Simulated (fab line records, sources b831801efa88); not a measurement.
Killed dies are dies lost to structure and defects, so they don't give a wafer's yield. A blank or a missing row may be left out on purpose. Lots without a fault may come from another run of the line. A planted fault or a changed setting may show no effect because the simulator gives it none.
Which tool did it? | flow gf180mcu | 13 lots, 39 wafers sampled, at 5 steps of a route of 602

WHAT THE GAUGES READ, wafer by wafer
GF_HV_LDD_OVL_MEAS_08.
lot  | measured     | on         | HV_LDD_OVL (nm)
L124 | day 10 03:02 | overlay-01 | -1.2 0.9 -1.6
L125 | day 10 07:25 | overlay-02 | -2.7 -0.6 -0.8
L127 | day 11 00:23 | overlay-01 | 1.7 -0.2 -1.0
L129 | day 11 10:41 | overlay-01 | 0.8 2.3 1.0
L128 | day 11 10:56 | overlay-02 | 0.4 1.3 1.1
L130 | day 11 19:14 | overlay-01 | 2.0 -0.7 3.5
L134 | day 13 03:02 | overlay-01 | -1.8 -0.8 -0.5
L135 | day 13 08:18 | overlay-01 | 0.6 2.0 0.9
L136 | day 13 15:11 | overlay-01 | -5.0 -0.2 -1.7
L143 | day 15 16:13 | overlay-01 | 0.1 -1.4 -1.9
L144 | day 16 02:08 | overlay-01 | 0.1 -0.7 -0.1
L145 | day 16 10:26 | overlay-02 | -0.8 -1.6 -1.0
L146 | day 16 16:02 | overlay-01 | -2.4 0.9 1.8

GF_HV_LDD_CD_MEAS_31: target cd 400 nm.
lot  | measured     | on        | cd_nm (nm)
L124 | day 11 15:45 | cd_sem-01 | 402.9 402.1 404.4
L125 | day 11 19:16 | cd_sem-02 | 404.6 404.6 402.0
L127 | day 12 15:25 | cd_sem-01 | 401.9 400.2 399.7
L129 | day 13 01:49 | cd_sem-01 | 401.2 400.2 400.5
L128 | day 13 02:29 | cd_sem-02 | 394.7 395.1 395.0
L130 | day 13 12:00 | cd_sem-02 | 402.5 402.6 401.7
L134 | day 14 19:47 | cd_sem-02 | 402.4 402.9 404.4
L135 | day 15 02:46 | cd_sem-01 | 403.1 402.3 401.3
L136 | day 15 10:16 | cd_sem-02 | 400.4 399.4 399.9
L143 | day 17 12:59 | cd_sem-01 | 397.5 397.7 397.0
L144 | day 17 22:47 | cd_sem-01 | 403.1 402.0 402.5
L145 | day 18 08:53 | cd_sem-02 | 398.3 397.8 398.8
L146 | day 18 14:36 | cd_sem-02 | 400.5 402.0 403.4

GF_HV_LDD_RS_MEAS_53: measures by four-point-probe.
lot  | measured     | on            | HV_LDD_RS (ohm/sq)
L124 | day 12 12:32 | film_metro-02 | 419.0 418.7 419.1
L125 | day 12 16:09 | film_metro-02 | 420.0 417.7 418.2
L127 | day 13 12:51 | film_metro-02 | 418.7 417.6 419.0
L129 | day 13 23:58 | film_metro-02 | 416.8 417.5 417.9
L128 | day 14 00:22 | film_metro-02 | 417.6 417.4 417.1
L130 | day 14 09:40 | film_metro-02 | 416.1 416.3 416.6
L134 | day 15 18:04 | film_metro-02 | 417.7 417.4 417.4
L135 | day 16 01:41 | film_metro-02 | 414.9 415.1 415.1
L136 | day 16 09:24 | film_metro-04 | 418.9 418.2 417.8
L143 | day 18 13:31 | film_metro-01 | 373.4 372.7 373.4
L144 | day 18 23:49 | film_metro-01 | 373.5 372.9 373.0
L145 | day 19 10:16 | film_metro-01 | 417.6 417.1 416.9
L146 | day 19 15:55 | film_metro-02 | 417.6 418.6 418.6

WHICH TOOL RAN EACH LOT (tool, then ch and the chambers of the sampled wafers, then the start)
lot  | GF_HV_LDD_IMPLANT_34            | GF_HV_LDD_STRIP_37
L124 | implanter-02 ch 0, day 11 16:04 | plasma_asher-01 ch 0,1, day 11 16:29
L125 | implanter-02 ch 0, day 11 19:34 | plasma_asher-02 ch 0,1, day 11 20:01
L127 | implanter-02 ch 0, day 12 15:43 | plasma_asher-02 ch 0, day 12 16:10
L129 | implanter-02 ch 0, day 13 02:07 | plasma_asher-03 ch 0,1, day 13 02:34
L128 | implanter-03 ch 0, day 13 02:47 | plasma_asher-03 ch 0,1, day 13 03:13
L130 | implanter-03 ch 0, day 13 12:19 | plasma_asher-01 ch 1, day 13 12:44
L134 | implanter-04 ch 0, day 14 20:05 | plasma_asher-03 ch 0,1, day 14 20:31
L135 | implanter-04 ch 0, day 15 03:04 | plasma_asher-02 ch 0,1, day 15 03:31
L136 | implanter-03 ch 0, day 15 10:34 | plasma_asher-01 ch 0,1, day 15 11:01
L143 | implanter-03 ch 0, day 17 13:17 | plasma_asher-02 ch 0,1, day 17 13:43
L144 | implanter-03 ch 0, day 17 23:05 | plasma_asher-02 ch 1, day 17 23:31
L145 | implanter-02 ch 0, day 18 09:11 | plasma_asher-01 ch 0,1, day 18 09:37
L146 | implanter-02 ch 0, day 18 14:55 | plasma_asher-02 ch 0,1, day 18 15:21
- GF_HV_LDD_IMPLANT_34
- GF_HV_LDD_STRIP_37: strips in O2/N2.

WHAT THE TOOLS THEMSELVES READ (means of the sampled wafers that have a number; where no wafer has one, the mark that the record gives instead)
GF_HV_LDD_IMPLANT_34.
lot  | tool         | tilt_deg (degrees)
L124 | implanter-02 | 30.003
L125 | implanter-02 | 30.017
L127 | implanter-02 | 30.023
L129 | implanter-02 | 29.993
L128 | implanter-03 | 30.006
L130 | implanter-03 | 29.991
L134 | implanter-04 | 29.997
L135 | implanter-04 | 30.037
L136 | implanter-03 | 30.012
L143 | implanter-03 | -0.005
L144 | implanter-03 | -0.009
L145 | implanter-02 | 29.995
L146 | implanter-02 | 30.014

GF_HV_LDD_STRIP_37.
lot  | tool            | drypump_motor_current_A (A) | heater_power_w (W) | oes_product_au (a.u.) | strip_time_to_endpoint_s (s)
L124 | plasma_asher-01 | 5.9                         | 358                | 0.717                 | 12.65
L125 | plasma_asher-02 | 5.4                         | 330                | 0.718                 | 12.62
L127 | plasma_asher-02 | 5.6                         | 341                | 0.717                 | 12.62
L129 | plasma_asher-03 | 5.6                         | 297                | 0.713                 | 12.63
L128 | plasma_asher-03 | 5.6                         | 296                | 0.716                 | 12.61
L130 | plasma_asher-01 | 6.2                         | 291                | 0.718                 | 12.62
L134 | plasma_asher-03 | 5.4                         | 297                | 0.715                 | 12.57
L135 | plasma_asher-02 | 5.4                         | 329                | 0.717                 | 12.62
L136 | plasma_asher-01 | 6.1                         | 320                | 0.717                 | 12.67
L143 | plasma_asher-02 | 5.1                         | 316                | 0.720                 | 12.65
L144 | plasma_asher-02 | 5.0                         | 300                | 0.714                 | 12.72
L145 | plasma_asher-01 | 6.0                         | 318                | 0.714                 | 12.67
L146 | plasma_asher-02 | 5.4                         | 324                | 0.718                 | 12.65

THE ANSWER, worked out from the rows above alone
Rule: what is usual is taken from the lots themselves. Put in order of their means at a reading, lots are off if they are a third of the lots or fewer, leave a main group of 4 or more, and stand apart from it by a gap of 3 or more times the standard deviation of the main group's means; of several such gaps the widest counts. A main group whose means are all the same, to the digits that the tables above print for the reading, isn't used. A lot without any number at a reading at which 4 lots or more have one is off too. The other lots that the step has rows for count as sound. The gauges are gone through in route order, then the tools' own readings, and for those a lot's mean is taken as printed above. The first step at which some lot is off is used, and at that step the reading that is off furthest; a lot without a number counts as furthest.
Off: L143, L144, at GF_HV_LDD_RS_MEAS_53 (HV_LDD_RS). The main group: mean 417.6 ohm/sq, standard deviation 1.1.
A tool fits if, at a process step before that reading, it ran every lot that is off, and no sound lot after the first of them. The gauges at GF_HV_LDD_RS_MEAS_53 aren't tried: what is off there is off at GF_HV_LDD_IMPLANT_34 too, on other tools, and a gauge's error can't cause that. One fits: implanter-03 at GF_HV_LDD_IMPLANT_34. Its last sound lot is L136 (day 15 10:34), its first lot that is off L143 (day 17 13:17): a fault that began between those two fits.
The tool's own readings at GF_HV_LDD_IMPLANT_34 bear it out: on the lots that are off they differ by more than 5 times the standard deviation of the sound lots' means. tilt_deg reads -0.007 degrees there against 30.008 degrees on the sound lots.

WHAT THE SIMULATOR HAD PUT IN
Process parameter drift: implanter-03, from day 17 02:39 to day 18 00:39, at GF_HV_LDD_IMPLANT_34. Setting tilt_deg, moved by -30, from 30. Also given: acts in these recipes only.
Lots struck among those shown: L143, L144. The rule above found the same.
